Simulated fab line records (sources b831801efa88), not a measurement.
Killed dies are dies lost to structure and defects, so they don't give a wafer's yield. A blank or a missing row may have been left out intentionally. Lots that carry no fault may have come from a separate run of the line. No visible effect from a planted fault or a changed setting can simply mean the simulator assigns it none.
Struck lot and sound lot, side by side + flow sky130 + 18 out of 708 route steps
Sound: these wafers, L704.2, L704.3, L704.6. Struck: wafers L711.1, L711.5. (L711.6 of the same lot was not struck and is left out.) The cause comes at the end.
For every step that has rows: the tool of each side, followed by ch and its chambers, followed by its first start. Under that, the readings that differ: sound wafers + struck wafers + difference of the means + sigmas: that difference in standard deviations of wafers without a fault.
alike: readings with means less than 2 such deviations apart, plus words and numbers identical on both sides. not compared: withheld readings, readings lacking a value on some wafer, bounds such as >300 that could conceal the same value, and numbers that have no deviation in the record and whose values overlap.
A row with sigmas, a row that says differs or no value, or rows on one side alone: a step with any of these is where the two part. Numbers that have no deviation but don't overlap get no sigmas and don't part them. A reading that every wafer of one side lacks parts them only if that side has two wafers or more.

first, 2 steps without rows for these wafers: SKY_CONTACT_PEB_12; SKY_CONTACT_DEVELOP_13 (develop time 60 s).
SKY_CONTACT_CD_MEAS_14: the cd target is 170 nm.
  sound on cd-sem-02 at day 32 12:20; struck on cd-sem-01 at day 34 17:40
  alike: cd-nm
SKY_CONTACT_OVL_MEAS_15:
  sound on overlay-01 at day 32 12:27; struck on overlay-02 at day 34 17:47
  alike: CONTACT_OVL
SKY_CONTACT_ETCH_16: etches BARC in N2/H2, stops on SiO2, time 45.9 s, target depth 60 nm.
  sound on rie-diel-01 ch 1,3, day 32 12:29; struck on rie-diel-04 ch 1, day 34 17:50
  alike: drypump-motor-current-A, n2-flow-sccm, oes-product-au, throttle-valve-pct
  not compared: rf-hours-counter-h
then, 1 step without rows for these wafers: SKY_CONTACT_ETCH_17 (etches SiO2 in C4F8/O2/Ar, stops on Si3N4, target depth 340 nm).
SKY_CONTACT_ETCH_18: etches Si3N4 in CHF3/O2, stops on TiN, time 39 s, target depth 75 nm.
  sound: rie-diel-01 ch 1,3; struck: rie-diel-04 ch 1
  alike: drypump-motor-current-A, oes-product-au, throttle-valve-pct
  not compared: rf-hours-counter-h
SKY_CONTACT_STRIP_19: strips in O2/N2.
  sound on plasma-asher-01 ch 0,1, day 32 12:37; struck on plasma-asher-01 ch 0,1, day 34 17:58
| reading                      | sound          | struck    | difference | sigmas |
|------------------------------|----------------|-----------|------------|--------|
| strip-time-to-endpoint-s (s) | 3.55 3.59 3.56 | 3.66 3.65 | +0.09      | +2     |
  alike: drypump-motor-current-A, n2-flow-sccm, oes-product-au
  not compared: rf-hours-counter-h
then, 3 steps without rows for these wafers: SKY_CONTACT_STRIP_20 (strips in post etch residue remover, time 1200 s); SKY_CONTACT_CLEAN_21 (cleans in IPA, time 180 s); SKY_CONTACT_CLEAN_22 (cleans in O3/DIW).
SKY_CONTACT_SPUTTER_23: material TiN, target thk 20 nm, time 80 s.
  sound on pvd-sputter-02 at day 32 13:12; struck on pvd-sputter-04 at day 34 18:34
  alike: throttle-valve-pct
SKY_CONTACT_CVD_24: deposits W, target thk 340 nm, time 102.12 s.
  sound on cvd-w-01 ch 0,1, day 32 13:16; struck on cvd-w-02 ch 0,1, day 34 18:37
| reading                               | sound             | struck      | difference | sigmas |
|---------------------------------------|-------------------|-------------|------------|--------|
| model.W_of_CONTACT_CVD_24.thk-nm (nm) | 335.3 339.6 337.9 | 213.2 215.1 | -123.5     |        |
  alike: heater-power-w
SKY_CONTACT_RS_MEAS_25: measurement is done with a four-point probe.
  sound on film-metro-04 at day 32 13:23; struck on film-metro-04 at day 34 19:01
| reading               | sound             | struck      | difference | sigmas |
|-----------------------|-------------------|-------------|------------|--------|
| CONTACT_W_RS (ohm/sq) | 0.343 0.339 0.340 | 0.543 0.537 | +0.199     | +60    |
  not compared: hold
SKY_CONTACT_THK_MEAS_26: measures by xrf.
  sound on film-metro-04 at day 32 13:30; struck on film-metro-04 at day 34 22:01
| reading            | sound       | struck  | difference | sigmas |
|--------------------|-------------|---------|------------|--------|
| CONTACT_W_THK (nm) | 327 333 329 | 208 210 | -121       | -33    |
  not compared: hold
SKY_CONTACT_CMP_27: polishes, stops on SiO2, t overpolish 15 s, target thk 0 nm.
  sound on cmp-02 ch 0,1, day 32 13:36; struck on cmp-02 ch 1,3, day 34 23:55
| reading                | sound          | struck                                            | difference                   | sigmas |
|------------------------|----------------|---------------------------------------------------|------------------------------|--------|
| hold                   | - - -          | await-dispo/1.7h/release await-dispo/1.7h/release | no value on the sound wafers |        |
| time-to-endpoint-s (s) | 80.6 87.1 81.1 | 51.7 51.1                                         | -31.5                        | -11    |
  alike: motor-current-A, platen-rpm, retaining-ring-pressure-frac
SKY_METAL1_SPUTTER_00: material Ti, target thk 15 nm, time 10 s.
  sound on pvd-sputter-04 at day 32 13:51; struck on pvd-sputter-02 at day 35 00:07
  alike: throttle-valve-pct
SKY_PAD_OPEN_PROBE_99:
  the record holds rows for the sound wafers here (prober-01, day 46 12:12) but none for the struck ones

== WHERE THEY PART ==
Earliest at SKY_CONTACT_STRIP_19; latest, in this record, at SKY_PAD_OPEN_PROBE_99.

WHY: what the simulator had put in
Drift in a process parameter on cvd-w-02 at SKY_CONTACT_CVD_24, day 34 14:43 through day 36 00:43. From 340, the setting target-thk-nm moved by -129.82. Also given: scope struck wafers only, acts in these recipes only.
